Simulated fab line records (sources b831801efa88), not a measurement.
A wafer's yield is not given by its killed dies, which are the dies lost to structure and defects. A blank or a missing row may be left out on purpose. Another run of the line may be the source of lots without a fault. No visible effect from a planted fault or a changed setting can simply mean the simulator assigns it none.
Matching of chambers	flow sky130	4 sister chambers for SKY_VIA4_ETCH_12 on rie-diel-03
The step etches SiO2 in C4F8/O2/Ar, stops on TiN, target depth 580 nm. 4 wafers are shown with their chamber, then 7 later ones without.

== WAFERS WITH THEIR CHAMBER ==
wafer	chamber	oes-product-au (a.u.)
L085.3	3	0.921
L085.5	1	0.920
L086.1	2	0.919
L086.3	0	0.928

== WAFERS WHOSE CHAMBER IS MISSING ==
wafer	oes-product-au (a.u.)
L086.6	0.927
L091.1	0.924
L091.3	0.930
L091.4	0.921
L095.2	0.927
L095.3	0.922
L095.4	0.921

== WHICH CHAMBER EACH WENT THROUGH ==
wafer	from the rows above	in truth
L086.6	0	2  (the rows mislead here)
L091.1	can't be placed: 3 or 0 or 1 or 2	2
L091.3	0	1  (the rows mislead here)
L091.4	can't be placed: 3 or 1 or 2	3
L095.2	0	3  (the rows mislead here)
L095.3	can't be placed: 3 or 1 or 2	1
L095.4	can't be placed: 3 or 1 or 2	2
Placed correctly: 0 of 7. These rows do not allow placing 4 (true chamber among the candidates in 4). Number placed wrongly: 3.
How it was worked out, from the rows above alone: a wafer's distance from a chamber is the root of the sum, over the readings, of the square of ((its reading less the chamber's mean) divided by the reading's scatter). The wafer belongs to the nearest chamber; if the next one is less than 2 further off, it can't be placed. Each chamber's mean is taken over the wafers shown for it. The scatter: with one shown wafer a chamber, the root of the mean of the squares of how far each hidden wafer lies from its nearest shown one.
